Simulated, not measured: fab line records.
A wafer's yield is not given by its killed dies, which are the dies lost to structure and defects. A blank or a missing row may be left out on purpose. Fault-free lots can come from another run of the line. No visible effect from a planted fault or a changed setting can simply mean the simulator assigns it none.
Chamber matching | flow gf180mcu | 4 sister chambers for GF_V1_CMP_26 on cmp-02
The step polishes, stops on SiO2, t overpolish 15 s, target thk 0 nm. 14 wafers are shown with their chamber, then 7 later ones without.

## WAFERS, EACH WITH ITS CHAMBER
wafer  | chamber | motor_current_A (A) | time_to_endpoint_s (s) | overpolish_run_s (s)
L514.1 | 1       | 11.1                | 84                     | 15.011
L514.2 | 0       | 11.3                | 80                     | 15.004
L514.3 | 3       | 10.9                | 73                     | 15.002
L526.1 | 3       | 11.2                | 78                     | 15.001
L526.2 | 1       | 11.9                | 89                     | 15.011
L526.6 | 2       | 12.7                | 84                     | 15.007
L528.1 | 1       | 11.3                | 84                     | 15.004
L528.4 | 0       | 11.3                | 81                     | 14.997
L528.5 | 1       | 11.3                | 86                     | 14.997
L530.2 | 1       | 10.9                | 86                     | 15.000
L530.3 | 3       | 10.8                | 74                     | 15.005
L530.5 | 3       | 10.9                | 74                     | 14.996
L531.2 | 0       | 12.1                | 84                     | 15.002
L531.5 | 2       | 13.0                | 89                     | 14.996

SIGNATURES (averages over the wafers above)
reading            | chamber 0 | chamber 1 | chamber 2 | chamber 3 | scatter within a chamber
motor_current_A    | 11.567    | 11.300    | 12.850    | 10.950    | 0.335
time_to_endpoint_s | 81.67     | 85.80     | 86.50     | 74.75     | 2.3
overpolish_run_s   | 15.00100  | 15.00460  | 15.00150  | 15.00100  | 0.00538
Rule: a wafer lies at a distance from a chamber equal to the root of the sum of squares, over the readings, of (its reading less the chamber's mean, divided by the reading's scatter). If the next closest chamber is less than 2 further off than the closest, the wafer can't be placed; otherwise it belongs to the closest. The scatter is the square root of a quotient: the sum, over the shown wafers, of each reading's squared deviation from its chamber's mean, divided by wafers minus chambers.

## WAFERS MISSING THEIR CHAMBER
wafer  | motor_current_A (A) | time_to_endpoint_s (s) | overpolish_run_s (s)
L531.6 | 11.1                | 79                     | 15.005
L532.1 | 11.0                | 85                     | 15.001
L532.2 | 11.0                | 84                     | 14.997
L532.3 | 11.4                | 79                     | 14.999
L534.1 | 13.1                | 84                     | 14.980
L534.4 | 11.6                | 81                     | 15.020
L534.6 | 12.9                | 82                     | 14.992

## WHICH CHAMBER EACH ONE RAN IN
wafer  | from the rows above          | in truth
L531.6 | can't be placed: 0 or 3 or 1 | 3
L532.1 | can't be placed: 1 or 0      | 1
L532.2 | can't be placed: 1 or 0      | 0
L532.3 | can't be placed: 0 or 3 or 1 | 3
L534.1 | can't be placed: 2 or 0      | 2
L534.4 | can't be placed: 0 or 1 or 3 | 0
L534.6 | can't be placed: 2 or 0      | 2
Correctly placed: 0 of 7. Cannot be placed on the basis of these rows: 7; the candidates contain the true chamber in 7. Placed wrongly: 0.
